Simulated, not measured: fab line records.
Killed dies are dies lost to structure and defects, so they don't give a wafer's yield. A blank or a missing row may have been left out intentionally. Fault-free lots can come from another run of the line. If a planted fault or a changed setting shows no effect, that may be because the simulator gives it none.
Chamber matching + flow gf180mcu + GF_V2_CVD_02 on pecvd-03 has 3 sister chambers
The step deposits SiO2 from TEOS, target thk 850 nm, time 94.851 s. 27 wafers are shown with their chamber, then 12 later ones without.

## WAFERS, EACH WITH ITS CHAMBER
| wafer  | chamber | heaterPowerW (W) |
|--------|---------|------------------|
| L074.1 | 1       | 608              |
| L074.2 | 2       | 687              |
| L074.4 | 2       | 721              |
| L079.1 | 2       | 696              |
| L079.2 | 1       | 606              |
| L079.3 | 0       | 688              |
| L079.4 | 1       | 645              |
| L079.5 | 0       | 755              |
| L079.6 | 2       | 572              |
| L083.1 | 1       | 547              |
| L083.5 | 2       | 656              |
| L083.6 | 0       | 764              |
| L087.1 | 1       | 515              |
| L087.2 | 2       | 689              |
| L087.3 | 0       | 752              |
| L087.4 | 0       | 608              |
| L087.5 | 2       | 695              |
| L087.6 | 1       | 578              |
| L092.1 | 1       | 601              |
| L092.2 | 0       | 673              |
| L092.5 | 0       | 702              |
| L094.1 | 1       | 547              |
| L094.5 | 1       | 608              |
| L094.6 | 2       | 724              |
| L095.1 | 1       | 640              |
| L095.2 | 0       | 642              |
| L095.3 | 2       | 702              |

SIGNATURES, as means of the wafers listed above
| reading      | chamber 0 | chamber 1 | chamber 2 | scatter within a chamber |
|--------------|-----------|-----------|-----------|--------------------------|
| heaterPowerW | 698.00    | 589.50    | 682.44    | 48                       |
Rule: a wafer lies at a distance from a chamber equal to the root of the sum of squares, over the readings, of (its reading less the chamber's mean, divided by the reading's scatter). The wafer belongs to the nearest chamber; if the next one is less than 2 further off, it can't be placed. The scatter is the square root of a quotient: the sum, over the shown wafers, of each reading's squared deviation from its chamber's mean, divided by wafers minus chambers.

## WAFERS WHOSE CHAMBER IS MISSING
| wafer  | heaterPowerW (W) |
|--------|------------------|
| L095.4 | 723              |
| L095.5 | 508              |
| L095.6 | 724              |
| L096.1 | 601              |
| L096.5 | 637              |
| L096.6 | 744              |
| L097.1 | 756              |
| L097.2 | 637              |
| L097.3 | 730              |
| L097.4 | 532              |
| L097.5 | 585              |
| L097.6 | 606              |

## WHICH CHAMBER EACH WENT THROUGH
| wafer  | from the rows above          | in truth |
|--------|------------------------------|----------|
| L095.4 | can't be placed: 0 or 2      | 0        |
| L095.5 | can't be placed: 1 or 2      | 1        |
| L095.6 | can't be placed: 0 or 2      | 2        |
| L096.1 | can't be placed: 1 or 2 or 0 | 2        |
| L096.5 | can't be placed: 2 or 1 or 0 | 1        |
| L096.6 | can't be placed: 0 or 2      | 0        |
| L097.1 | can't be placed: 0 or 2      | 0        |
| L097.2 | can't be placed: 2 or 1 or 0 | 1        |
| L097.3 | can't be placed: 0 or 2      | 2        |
| L097.4 | can't be placed: 1 or 2      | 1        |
| L097.5 | can't be placed: 1 or 2      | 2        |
| L097.6 | can't be placed: 1 or 2 or 0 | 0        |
Placed correctly: 0 of 12. These rows do not allow placing 12 (true chamber among the candidates in 12). Number placed wrongly: 0.
